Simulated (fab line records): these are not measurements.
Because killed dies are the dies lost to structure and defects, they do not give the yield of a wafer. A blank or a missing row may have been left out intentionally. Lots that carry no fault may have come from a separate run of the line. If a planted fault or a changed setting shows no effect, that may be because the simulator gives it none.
Split-lot experiment	flow sfqLine	23 wafers read across 5 lots, on a route 325 steps long

## THE SPLIT ITSELF
At SFQ_TRILAYER_I6_DEP_PECVD_165 (deposits SiO2 from SiH4/N2O, time 111.11 s, target thk 500 nm), the setting timeS was moved away from the recipe's 111.11 s on 9 of the 23 wafers read, by -11.4% to +13.4%. The other wafers ran this setting at the recipe's value.

The split's own step is where the reading is taken.

## THE READING
SiO2_of_TRILAYER_I6_DEP_PECVD_165.thkNm (the simulator's own value, which no gauge read), in nm, at SFQ_TRILAYER_I6_DEP_PECVD_165 (deposits SiO2 from SiH4/N2O, time 111.11 s, target thk 500 nm). There is no usual value for it anywhere in the file. Average 494.4 nm, standard deviation 7.3 nm, over the 14 wafers here run with the recipe.

wafer	tool, chamber at the split	timeS as run, s	against the recipe	SiO2_of_TRILAYER_I6_DEP_PECVD_165.thkNm, nm	against lot-mates on the recipe
L074.1	pecvd-03, 0	111.11	recipe	501.2	-
L074.2	pecvd-03, 2	111.11	recipe	502.2	-
L074.5	pecvd-03, 0	111.11	recipe	510.7	-
L075.2	pecvd-02, 0	103.2	-7.1%	454	-43.4
L075.3	pecvd-02, 1	111.11	recipe	493.4	-
L075.4	pecvd-02, 0	103.2	-7.1%	460.5	-36.9
L075.5	pecvd-02, 1	111.11	recipe	501.3	-
L075.6	pecvd-02, 2	103.2	-7.1%	462.4	-35.0
L076.1	pecvd-02, 2	111.11	recipe	487.8	-
L076.2	pecvd-02, 0	115.8	+4.2%	512.1	+20.9
L076.3	pecvd-02, 1	111.11	recipe	489.5	-
L076.4	pecvd-02, 2	115.8	+4.2%	513.7	+22.5
L076.6	pecvd-02, 0	111.11	recipe	496.2	-
L083.1	pecvd-02, 1	111.11	recipe	489.8	-
L083.2	pecvd-02, 2	126	+13.4%	548.1	+59.8
L083.4	pecvd-02, 0	111.11	recipe	487.5	-
L083.5	pecvd-02, 2	126	+13.4%	561.4	+73.1
L083.6	pecvd-02, 1	111.11	recipe	487.7	-
L084.1	pecvd-03, 0	98.44	-11.4%	436.2	-55.4
L084.2	pecvd-03, 1	111.11	recipe	482.8	-
L084.3	pecvd-03, 2	111.11	recipe	495.9	-
L084.4	pecvd-03, 2	111.11	recipe	496.2	-
L084.5	pecvd-03, 1	98.44	-11.4%	444	-47.6

THE FIT
A straight line over all 23 wafers: SiO2_of_TRILAYER_I6_DEP_PECVD_165.thkNm changes by +4.66 nm for each +1% of timeS; r = +0.97; the points scatter about the line by 6.6 nm.
The same after taking each lot's own level away (the mean of its wafers on the recipe; 23 wafers): +4.91 nm for each +1%; r = +0.99; scatter 4.8 nm.
The reading moves by 66 nm for the largest change in timeS, on that fit.
The span of the lots' own levels, 488.33 to 504.70 nm, comes to 2.2 times the standard deviation stated above.
Consequently the slope shifts little with the lot-to-lot level, the two slopes agreeing.
Check: with one of the wafers moved furthest among these (+13.4%) left out of the fit, the line predicts +68.2 nm for it against its lot-mates. Against them it came out at +59.8 nm.

## THE OTHER SPLITS THESE WAFERS WENT THROUGH
Other splits were also applied to these wafers ahead of the reading. Each is held against what the fit with the lots' levels taken away leaves over:
other split on the same wafers	wafers away from the commonest value	r with SiO2_of_TRILAYER_I6_DEP_PECVD_165.thkNm (lot level and that fit taken away)
SFQ_TRILAYER_M6_BARC_OPEN_METAL_ETCH_206 biasW	5	+0.25

## THE WHOLE CHAIN: every reading that the file lists as answering this split, in the file's order
step	what it does	reading	change (the file's fit)	r (the file's)
SFQ_TRILAYER_I6_DEP_PECVD_165	deposits SiO2 from SiH4/N2O, time 111.11 s, target thk 500 nm	SiO2_of_TRILAYER_I6_DEP_PECVD_165.thkNm (the simulator's own value, which no gauge read)	+4.87 nm for each +1% of the setting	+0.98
SFQ_TRILAYER_I6_CMP_CMP_166	polishes SiO2	timeToEndpointS	withheld for each +1% of the setting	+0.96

## THE FILE'S OWN FIT
SiO2_of_TRILAYER_I6_DEP_PECVD_165.thkNm changes by +4.87 nm for each +1% of timeS, r = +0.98.
